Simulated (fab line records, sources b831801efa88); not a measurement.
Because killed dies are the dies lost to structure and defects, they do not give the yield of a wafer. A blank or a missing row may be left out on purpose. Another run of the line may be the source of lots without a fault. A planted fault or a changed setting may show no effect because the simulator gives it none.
Problem report, 8D (eight disciplines) form, completed by code ; flow sky130 ; the parts of the form that need people (team, actions taken, sign-off) are left out

== 1. THE ISSUE ==
Mean METAL2_ALCU_RS at SKY_METAL2_RS_MEAS_05: 0.1837 ohm/sq over 6 wafers in 2 lots; fault-free wafers: 0.1264 ohm/sq, standard deviation 0.0016. That is +36 standard deviations from the usual mean.
The step: measures by four-point-probe.
First seen on wafer L674.1, day 39 18:26, on filmMetro-03. At this step, 30 wafers from 10 lots have a number in the record. The rule behind "out" and "out of limits": a value lying over 4 standard deviations away from the usual mean. The rest of the wafers with a number are treated as sound.

== 2. WHAT IT IS, AND WHAT IT ISN'T ==
question;is;is not
which readings at this step;METAL2_ALCU_RS;-
which lots;L674, L676;L658, L663, L666, L668, L669, L671, L673, L675
which wafers of those lots;all that have a number;-
read on which gauges;filmMetro-03, filmMetro-04;filmMetro-01
when;from day 39 18:26;"up to then (21 sound wafers); but 3 sound wafers of L675 came after"

== 3. SUSPECTS, AND WHAT RULES EACH OUT ==
Counting: a tool at a process step up to the reading stays a suspect if it ran every lot that is out and no sound lot after the first of them.
- ruled out: the gauge at SKY_METAL2_RS_MEAS_05. Those wafers that are out were read across 2 gauges (filmMetro-03, filmMetro-04).
- plasmaAsher-02 at SKY_VIA1_STRIP_16 (strips in O2/N2): kept. It ran every lot that is out, first L674 (day 39 17:02), and no sound lot after that; its last sound lot up to then is L666 (day 37 11:40).
- cvdW-02 at SKY_VIA1_CVD_21 (deposits W, target thk 270 nm, time 80.902 s): ruled out as a lasting fault. Sound lots L675 ran on it after its first lot that is out, L674 (day 39 17:43).
- pvdSputter-01 at SKY_METAL2_SPUTTER_02 (material AlCu, target thk 250 nm, time 13.3 s): kept. It ran every lot that is out, first L674 (day 39 18:20), and no sound lot after that; its last sound lot up to then is L671 (day 39 14:39).
What counting leaves: plasmaAsher-02 at SKY_VIA1_STRIP_16 and pvdSputter-01 at SKY_METAL2_SPUTTER_02.

== 4. THE CAUSE (what the simulator had put in) ==
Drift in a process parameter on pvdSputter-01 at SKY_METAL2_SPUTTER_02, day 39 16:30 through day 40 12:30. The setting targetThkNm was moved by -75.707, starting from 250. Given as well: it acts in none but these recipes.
After counting, 2 suspects remain, this tool included.

== 5. SEQUENCE OF EFFECTS, ordered by route ==
Rows list readings where the struck wafers' mean (over those with a number) sits beyond 3 standard deviations from the usual. Scope: only readings with a usual standard deviation given in the record; hours: median across lots of the time from each lot's start at the first step in this table that gives one to its start at this step; sigmas: change in usual standard deviations.
hours;step;reading;usual;on struck wafers;change;sigmas
0;SKY_METAL2_RS_MEAS_05;METAL2_ALCU_RS;0.1264 ohm/sq;0.1837;+0.0573;+36
0;SKY_METAL2_THK_MEAS_06;METAL2_ALCU_THK;248 nm;174;-74;-21
25;SKY_METAL2_METAL_ETCH_19;oesProductAu;0.856 a.u.;0.784;-0.072;-13
Here are the process steps it includes:
- SKY_METAL2_METAL_ETCH_19: etches the open film in Cl2/BCl3, stops on SiO2, target depth 360 nm, time 78 s.

== 6. HOW IT WOULD HAVE BEEN CAUGHT EARLIER ==
The first out-of-limits reading at a measuring or inspecting step in this record came at day 39 18:26, 2 hours after the fault's start at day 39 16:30.
Of the tool readings at SKY_METAL2_SPUTTER_02 for which the record gives a usual standard deviation, none was out on any struck wafer, so an alarm limit of 4 standard deviations on them would not have fired.
Lots out: 2; of these, L676 started SKY_METAL2_SPUTTER_02 on pvdSputter-01 after day 39 18:26. Holding the tool at that time would have saved it.
